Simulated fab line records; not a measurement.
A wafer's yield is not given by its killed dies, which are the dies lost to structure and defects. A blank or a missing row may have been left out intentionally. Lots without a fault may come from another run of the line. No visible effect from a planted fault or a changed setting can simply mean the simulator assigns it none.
Which tool did it? -- flow gf180mcu -- Sampling: 24 lots, 72 wafers, 6 of 602 route steps

## WHAT THE GAUGES READ, wafer by wafer
GF_M5_OVL_MEAS_08.
lot,measured,on,M5_OVL (nm)
L074,day 26 03:00,overlay-01,-2 8 5
L075,day 26 15:21,overlay-01,-4 -9 1
L076,day 27 00:37,overlay-02,-3 -1 -7
L077,day 27 07:24,overlay-01,0 0 6
L078,day 27 11:45,overlay-02,0 -1 4
L079,day 27 23:19,overlay-02,-7 2 -1
L080,day 28 06:37,overlay-01,5 -3 0
L081,day 28 16:46,overlay-02,-5 -3 0
L082,day 28 22:26,overlay-01,-7 -6 -4
L083,day 29 08:16,overlay-01,-8 1 -5
L084,day 29 13:40,overlay-02,1 2 -4
L085,day 29 17:03,overlay-02,-2 -5 2
L086,day 30 01:39,overlay-01,0 3 -4
L087,day 30 07:37,overlay-01,5 3 3
L088,day 30 11:30,overlay-02,-5 4 7
L089,day 30 18:45,overlay-02,4 -3 -2
L090,day 31 02:00,overlay-02,-2 1 -5
L091,day 31 09:30,overlay-01,-5 -3 -4
L092,day 31 13:57,overlay-02,3 2 7
L093,day 31 23:19,overlay-02,1 0 5
L094,day 32 06:26,overlay-01,1 -3 -6
L095,day 32 11:48,overlay-01,-5 5 5
L097,day 32 17:51,overlay-01,2 -6 5
L096,day 32 18:27,overlay-01,0 -5 -1

GF_TOP_METAL_CD_MEAS_14: the cd target is 440 nm.
lot,measured,on,cd-nm (nm)
L074,day 27 22:11,cd-sem-01,441.0 440.2 438.8
L075,day 28 09:59,cd-sem-01,440.2 438.7 439.4
L076,day 28 18:51,cd-sem-02,439.0 434.4 436.3
L077,day 29 00:17,cd-sem-01,441.3 442.5 441.8
L078,day 29 05:26,cd-sem-02,446.2 448.8 445.4
L079,day 29 15:49,cd-sem-01,439.5 439.4 441.1
L080,day 29 23:03,cd-sem-01,435.8 437.8 437.1
L081,day 30 09:58,cd-sem-02,444.2 443.3 442.4
L082,day 30 13:56,cd-sem-02,440.7 437.0 440.9
L083,day 31 00:12,cd-sem-02,440.0 440.1 438.7
L084,day 31 06:13,cd-sem-01,438.0 439.7 439.4
L085,day 31 08:05,cd-sem-02,438.1 436.4 438.0
L086,day 31 15:44,cd-sem-02,442.6 439.3 440.4
L087,day 31 22:48,cd-sem-02,440.4 438.2 440.2
L088,day 32 02:12,cd-sem-02,435.5 434.9 436.4
L089,day 32 08:17,cd-sem-01,443.6 442.4 443.2
L090,day 32 15:47,cd-sem-01,439.1 441.0 441.2
L091,day 32 22:32,cd-sem-01,438.7 438.2 439.6
L092,day 33 01:44,cd-sem-01,444.4 444.6 442.1
L093,day 33 11:05,cd-sem-02,439.4 438.6 439.4
L094,day 33 17:14,cd-sem-01,441.9 442.0 443.5
L095,day 33 21:50,cd-sem-02,440.0 439.2 437.9
L097,day 34 03:53,cd-sem-01,444.5 443.5 444.3
L096,day 34 04:13,cd-sem-01,440.1 440.1 438.5

GF_PASSIVATION_BOW_MEAS_14.
lot,measured,on,PASSIVATION_BOW (um)
L074,day 28 22:19,film-metro-01,121 126 125
L075,day 29 08:33,film-metro-01,146 145 150
L076,day 29 16:37,film-metro-03,119 127 130
L077,day 29 22:22,film-metro-04,139 144 143
L078,day 30 03:03,film-metro-03,125 128 144
L079,day 30 12:50,film-metro-03,147 150 137
L080,day 30 20:19,film-metro-04,144 132 126
L081,day 31 06:20,film-metro-04,118 110 125
L082,day 31 12:25,film-metro-03,142 144 136
L083,day 31 20:47,film-metro-04,120 120 122
L084,day 32 02:12,film-metro-04,132 144 145
L085,day 32 05:04,film-metro-04,134 139 130
L086,day 32 11:55,film-metro-01,128 139 128
L087,day 32 18:22,film-metro-04,127 132 148
L088,day 32 21:50,film-metro-04,132 135 145
L089,day 33 03:39,film-metro-01,122 137 130
L090,day 33 10:34,film-metro-04,109 115 126
L091,day 33 17:31,film-metro-04,127 139 133
L092,day 33 20:18,film-metro-04,115 123 137
L093,day 34 05:28,film-metro-04,147 145 147
L094,day 34 11:54,film-metro-01,136 127 137
L095,day 34 15:30,film-metro-03,126 132 132
L097,day 34 21:43,film-metro-04,147 139 139
L096,day 34 22:04,film-metro-01,124 132 133

## WHICH TOOL RAN EACH LOT (tool, then ch and the chambers of the sampled wafers, then the start)
lot,GF_MIM_SPUTTER_08,GF_V5_STRIP_18,GF_TOP_METAL_STRIP_17
L074,"pvd-sputter-02, day 24 08:00","plasma-asher-03 ch 0,1, day 27 01:08","plasma-asher-03 ch 0,1, day 27 22:44"
L075,"pvd-sputter-02, day 24 20:58","plasma-asher-04 ch 0,1, day 27 13:09","plasma-asher-03 ch 0,1, day 28 10:20"
L076,"pvd-sputter-04, day 25 06:07","plasma-asher-04 ch 0,1, day 27 22:12","plasma-asher-02 ch 0,1, day 28 19:11"
L077,"pvd-sputter-02, day 25 13:21","plasma-asher-03 ch 0,1, day 28 04:21","plasma-asher-03 ch 0,1, day 29 00:38"
L078,"pvd-sputter-04, day 25 18:16","plasma-asher-03 ch 0,1, day 28 09:02","plasma-asher-03 ch 0,1, day 29 05:47"
L079,"pvd-sputter-02, day 26 06:39","plasma-asher-01 ch 0,1, day 28 19:59","plasma-asher-04 ch 0,1, day 29 16:10"
L080,"pvd-sputter-02, day 26 13:13","plasma-asher-01 ch 0,1, day 29 03:29","plasma-asher-02 ch 0, day 29 23:23"
L081,"pvd-sputter-02, day 27 00:35","plasma-asher-04 ch 0,1, day 29 13:46","plasma-asher-03 ch 0,1, day 30 10:19"
L082,"pvd-sputter-03, day 27 06:04","plasma-asher-03 ch 0, day 29 17:53","plasma-asher-04 ch 0,1, day 30 14:28"
L083,"pvd-sputter-04, day 27 17:29","plasma-asher-01 ch 0,1, day 30 04:53","plasma-asher-03 ch 0,1, day 31 00:43"
L084,"pvd-sputter-04, day 27 23:25","plasma-asher-03 ch 0,1, day 30 10:37","plasma-asher-03 ch 0,1, day 31 06:45"
L085,"pvd-sputter-04, day 28 02:57","plasma-asher-04 ch 0,1, day 30 13:11","plasma-asher-02 ch 0,1, day 31 08:38"
L086,"pvd-sputter-03, day 28 11:44","plasma-asher-03 ch 0,1, day 30 21:02","plasma-asher-04 ch 0,1, day 31 16:16"
L087,"pvd-sputter-04, day 28 17:23","plasma-asher-03 ch 0,1, day 31 03:14","plasma-asher-04 ch 0,1, day 31 23:07"
L088,"pvd-sputter-04, day 28 23:00","plasma-asher-03 ch 0, day 31 07:29","plasma-asher-04 ch 0, day 32 02:32"
L089,"pvd-sputter-04, day 29 06:26","plasma-asher-04 ch 0,1, day 31 13:54","plasma-asher-03 ch 0,1, day 32 08:49"
L090,"pvd-sputter-02, day 29 13:00","plasma-asher-01 ch 0,1, day 31 21:34","plasma-asher-02 ch 0,1, day 32 16:08"
L091,"pvd-sputter-03, day 29 21:40","plasma-asher-03 ch 0,1, day 32 04:36","plasma-asher-03 ch 0,1, day 32 22:53"
L092,"pvd-sputter-03, day 30 02:04","plasma-asher-01 ch 1, day 32 08:26","plasma-asher-04 ch 0,1, day 33 02:05"
L093,"pvd-sputter-04, day 30 12:34","plasma-asher-01 ch 0,1, day 32 17:47","plasma-asher-04 ch 0,1, day 33 11:25"
L094,"pvd-sputter-03, day 30 20:00","plasma-asher-04 ch 0,1, day 33 00:17","plasma-asher-04 ch 0,1, day 33 17:35"
L095,"pvd-sputter-03, day 31 00:36","plasma-asher-01 ch 0,1, day 33 05:29","plasma-asher-03 ch 0,1, day 33 22:11"
L097,"pvd-sputter-03, day 31 07:50","plasma-asher-04 ch 0,1, day 33 11:08","plasma-asher-03 ch 0,1, day 34 04:14"
L096,"pvd-sputter-04, day 31 08:04","plasma-asher-03 ch 0,1, day 33 11:48","plasma-asher-04 ch 0,1, day 34 04:32"
- GF_MIM_SPUTTER_08: material AlCu, target thk 200 nm, time 10.6 s.
- GF_V5_STRIP_18: strips in O2/N2.
- GF_TOP_METAL_STRIP_17: strips in O2/N2.

## WHAT THE TOOLS THEMSELVES READ (means of the sampled wafers that have a number; where no wafer has one, the mark that the record gives instead)
GF_MIM_SPUTTER_08.
lot,tool,throttle-valve-pct (%)
L074,pvd-sputter-02,29.9
L075,pvd-sputter-02,30.0
L076,pvd-sputter-04,30.9
L077,pvd-sputter-02,29.9
L078,pvd-sputter-04,28.5
L079,pvd-sputter-02,30.3
L080,pvd-sputter-02,30.7
L081,pvd-sputter-02,29.9
L082,pvd-sputter-03,29.6
L083,pvd-sputter-04,28.6
L084,pvd-sputter-04,30.9
L085,pvd-sputter-04,28.4
L086,pvd-sputter-03,30.1
L087,pvd-sputter-04,29.3
L088,pvd-sputter-04,31.1
L089,pvd-sputter-04,29.4
L090,pvd-sputter-02,30.0
L091,pvd-sputter-03,30.0
L092,pvd-sputter-03,29.8
L093,pvd-sputter-04,29.4
L094,pvd-sputter-03,29.7
L095,pvd-sputter-03,29.6
L097,pvd-sputter-03,29.5
L096,pvd-sputter-04,29.3

GF_V5_STRIP_18.
lot,tool,drypump-motor-current-A (A),heater-power-w (W),oes-product-au (a.u.)
L074,plasma-asher-03,5.3,322,0.569
L075,plasma-asher-04,5.8,319,0.566
L076,plasma-asher-04,5.9,325,0.572
L077,plasma-asher-03,5.3,326,0.567
L078,plasma-asher-03,5.2,314,0.576
L079,plasma-asher-01,5.7,321,0.566
L080,plasma-asher-01,5.7,324,0.572
L081,plasma-asher-04,5.8,327,0.567
L082,plasma-asher-03,5.5,333,0.565
L083,plasma-asher-01,5.7,316,0.572
L084,plasma-asher-03,5.2,312,0.570
L085,plasma-asher-04,5.9,325,0.569
L086,plasma-asher-03,5.2,315,0.566
L087,plasma-asher-03,5.3,322,0.569
L088,plasma-asher-03,5.5,330,0.565
L089,plasma-asher-04,5.9,325,0.569
L090,plasma-asher-01,5.8,322,0.569
L091,plasma-asher-03,5.2,330,0.567
L092,plasma-asher-01,5.3,321,0.572
L093,plasma-asher-01,6.3,327,0.571
L094,plasma-asher-04,5.8,327,0.571
L095,plasma-asher-01,6.3,322,0.572
L097,plasma-asher-04,5.9,327,0.567
L096,plasma-asher-03,5.2,334,0.570

GF_TOP_METAL_STRIP_17.
lot,tool,drypump-motor-current-A (A),heater-power-w (W),oes-product-au (a.u.),strip-time-to-endpoint-s (s)
L074,plasma-asher-03,5.3,324,0.708,12.87
L075,plasma-asher-03,5.3,324,0.709,12.81
L076,plasma-asher-02,6.0,308,0.711,12.79
L077,plasma-asher-03,5.3,323,0.707,12.86
L078,plasma-asher-03,5.2,320,0.712,12.88
L079,plasma-asher-04,5.8,328,0.713,12.85
L080,plasma-asher-02,5.8,306,0.708,12.92
L081,plasma-asher-03,5.2,316,0.715,13.01
L082,plasma-asher-04,5.9,323,0.713,12.85
L083,plasma-asher-03,5.2,314,0.709,12.91
L084,plasma-asher-03,5.3,325,0.713,12.98
L085,plasma-asher-02,6.0,312,0.713,12.95
L086,plasma-asher-04,5.9,321,0.710,12.98
L087,plasma-asher-04,5.8,327,0.716,12.81
L088,plasma-asher-04,5.8,328,0.709,12.96
L089,plasma-asher-03,5.2,335,0.709,12.98
L090,plasma-asher-02,6.0,309,0.710,12.92
L091,plasma-asher-03,5.3,344,0.711,12.85
L092,plasma-asher-04,5.8,326,0.711,13.04
L093,plasma-asher-04,5.9,319,0.711,12.95
L094,plasma-asher-04,5.8,324,0.709,12.94
L095,plasma-asher-03,5.3,344,0.710,12.86
L097,plasma-asher-03,5.2,332,0.711,12.91
L096,plasma-asher-04,5.9,319,0.712,12.80

## THE ANSWER, worked out from the rows above alone
Rule: what is usual is taken from the lots themselves. The widest of any qualifying gaps counts: lots, ordered by their means at a reading, are off when they make up no more than a third of the lots, leave a main group of 4 or more, and stand apart from it by 3 or more times the standard deviation of that group's means. If all means in a main group match to the digits the tables above print for the reading, that group is not used. Also off: a lot with no number at a reading for which 4 or more lots have one. All remaining lots with rows at the step are treated as sound. After the gauges, taken in route order, come the tools' own readings; for these a lot's mean is taken, as printed above. At the first step where some lot is off, the reading lying furthest off is the one used; lots without a number count as furthest.
Across all readings shown, no lot is off: no conclusion can be drawn from this.

## WHAT THE SIMULATOR HAD PUT IN
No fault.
